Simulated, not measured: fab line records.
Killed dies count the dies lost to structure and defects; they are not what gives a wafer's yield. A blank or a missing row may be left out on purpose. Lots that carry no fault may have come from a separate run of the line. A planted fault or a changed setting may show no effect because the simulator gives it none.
Problem report, 8D (eight disciplines) form, completed by code	flow sky130	the parts of the form that need people (team, actions taken, sign-off) are left out

1. WHAT WENT WRONG
Across 9 wafers from 3 lots, SONOS_ONO_CVD_04_THK at SKY_SONOS_ONO_THK_MEAS_05 averages 8.06 nm, while fault-free wafers read 5.67 nm with a standard deviation of 0.12. That puts it +20 standard deviations away from the usual mean.
Earliest sighting: wafer L656.1 on film_metro-04 at day 15 01:52. At this step, 33 wafers from 11 lots have a number in the record. The rule behind "out" and "out of limits": a value lying over 4 standard deviations away from the usual mean. Any other wafer with a number is counted as sound.

2. WHAT THIS IS AND IS NOT
question	is	is not
which readings at this step	SONOS_ONO_CVD_04_THK	-
which lots	L655, L656, L657	L645, L646, L647, L651, L654, L666, L667, L668
which wafers of those lots	all that have a number	-
read on which gauges	film_metro-01, film_metro-04	film_metro-03
when	from day 15 01:52	up to then (15 sound wafers); but 9 sound wafers of L666, L667, L668 came after

3. THE SUSPECTS, EACH WITH WHAT RULES IT OUT
Counting: a tool at any process step up to the reading remains a suspect when it ran all the lots that are out and ran no sound lot after the first of those.
- ruled out: the gauge at SKY_SONOS_ONO_THK_MEAS_05. 2 gauges (film_metro-01, film_metro-04) read the wafers that are out.
- lpcvd-03 at SKY_SONOS_ONO_CVD_04 (deposits SiO2 from SiH4/N2O, target thk 5.7199 nm): ruled out as a lasting fault. After its first lot that is out, L656 (day 15 00:37), sound lots L666, L668, L667 ran on it.
Left after counting: nothing in the record.

4. THE CAUSE (what the simulator had put in)
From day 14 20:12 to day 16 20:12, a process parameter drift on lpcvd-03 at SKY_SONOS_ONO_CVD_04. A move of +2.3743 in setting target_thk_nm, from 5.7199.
Counting ruled it out, wrongly: the rule takes a fault to strike every lot that its tool runs from its start on, and this one did not.

5. THE EFFECT CHAIN, in route order
Rows list readings where the struck wafers' mean (over those with a number) sits beyond 3 standard deviations from the usual. Only readings whose record carries a usual standard deviation are examined. hours: median over the lots of the time between each lot's start at the first step of this table that gives one and its start at this step. sigmas: the change, counted in usual standard deviations.
hours	step	reading	usual	on struck wafers	change	sigmas
0	SKY_SONOS_ONO_THK_MEAS_05	SONOS_ONO_CVD_04_THK	5.67 nm	8.06	+2.39	+20

6. WHAT WOULD HAVE CAUGHT IT SOONER
6 hours passed between the start of the fault at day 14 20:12 and the first reading out of limits at a measuring or inspecting step in this record, taken at day 15 01:52.
Of the tool readings at SKY_SONOS_ONO_CVD_04 for which the record gives a usual standard deviation, none was out on any struck wafer, so an alarm limit of 4 standard deviations on them would not have fired.
